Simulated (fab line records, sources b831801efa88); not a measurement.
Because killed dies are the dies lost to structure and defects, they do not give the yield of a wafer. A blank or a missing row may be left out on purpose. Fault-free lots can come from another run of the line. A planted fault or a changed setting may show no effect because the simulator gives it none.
Which tool was responsible? / flow sky130 / 21 wafers from 7 lots sampled at 2 of the route's 708 steps

== WHAT EACH GAUGE READ, for each wafer ==
SKY_FIELD_ISO_THK_MEAS_25.
lot=L572; measured=day 2 14:02; on=film metro-02; FIELD_ISO_CVD_24_THK (nm)=585 595 595
lot=L574; measured=day 2 22:55; on=film metro-04; FIELD_ISO_CVD_24_THK (nm)=591 584 591
lot=L580; measured=day 4 06:32; on=film metro-01; FIELD_ISO_CVD_24_THK (nm)=600 596 594
lot=L585; measured=day 5 10:20; on=film metro-04; FIELD_ISO_CVD_24_THK (nm)=586 591 593
lot=L590; measured=day 6 09:09; on=film metro-01; FIELD_ISO_CVD_24_THK (nm)=585 598 591
lot=L592; measured=day 6 20:44; on=film metro-02; FIELD_ISO_CVD_24_THK (nm)=587 589 593
lot=L594; measured=day 7 08:10; on=film metro-04; FIELD_ISO_CVD_24_THK (nm)=583 598 592

== TOOL THAT RAN EACH LOT (tool first, then ch and the chambers of the sampled wafers, then the start) ==
lot=L572; SKY_FIELD_ISO_ETCH_17=rie si-01 ch 0,1, day 2 11:13
lot=L574; SKY_FIELD_ISO_ETCH_17=rie si-01 ch 1,2, day 2 21:14
lot=L580; SKY_FIELD_ISO_ETCH_17=rie si-02 ch 1,2, day 4 03:32
lot=L585; SKY_FIELD_ISO_ETCH_17=rie si-01 ch 0,2, day 5 07:52
lot=L590; SKY_FIELD_ISO_ETCH_17=rie si-01 ch 1,2, day 6 07:01
lot=L592; SKY_FIELD_ISO_ETCH_17=rie si-01 ch 0,1,2, day 6 18:38
lot=L594; SKY_FIELD_ISO_ETCH_17=rie si-02 ch 0,1,3, day 7 06:32
- SKY_FIELD_ISO_ETCH_17: etches Si in HBr/Cl2/O2, target depth 342 nm, time 97.7 s.

== THE ANSWER, worked out from the rows above alone ==
Rule: the usual values come from the lots themselves. The widest of any qualifying gaps counts: lots, ordered by their means at a reading, are off when they make up no more than a third of the lots, leave a main group of 4 or more, and stand apart from it by 3 or more times the standard deviation of that group's means. Not used: any main group whose means are identical at the precision the tables above print for the reading. A lot without any number at a reading at which 4 lots or more have one is off too. All remaining lots with rows at the step are treated as sound.
Off: at SKY_FIELD_ISO_THK_MEAS_25 (FIELD_ISO_CVD_24_THK), L580. Main group: mean 590 nm, sd 1.
If a tool, at a process step before that reading, ran all the lots that are off and no sound lot after the first of them, it fits. Those tools and the gauges at SKY_FIELD_ISO_THK_MEAS_25 are tried in the same way. None of those tried fits.

== WHAT THE SIMULATOR HAD INSERTED ==
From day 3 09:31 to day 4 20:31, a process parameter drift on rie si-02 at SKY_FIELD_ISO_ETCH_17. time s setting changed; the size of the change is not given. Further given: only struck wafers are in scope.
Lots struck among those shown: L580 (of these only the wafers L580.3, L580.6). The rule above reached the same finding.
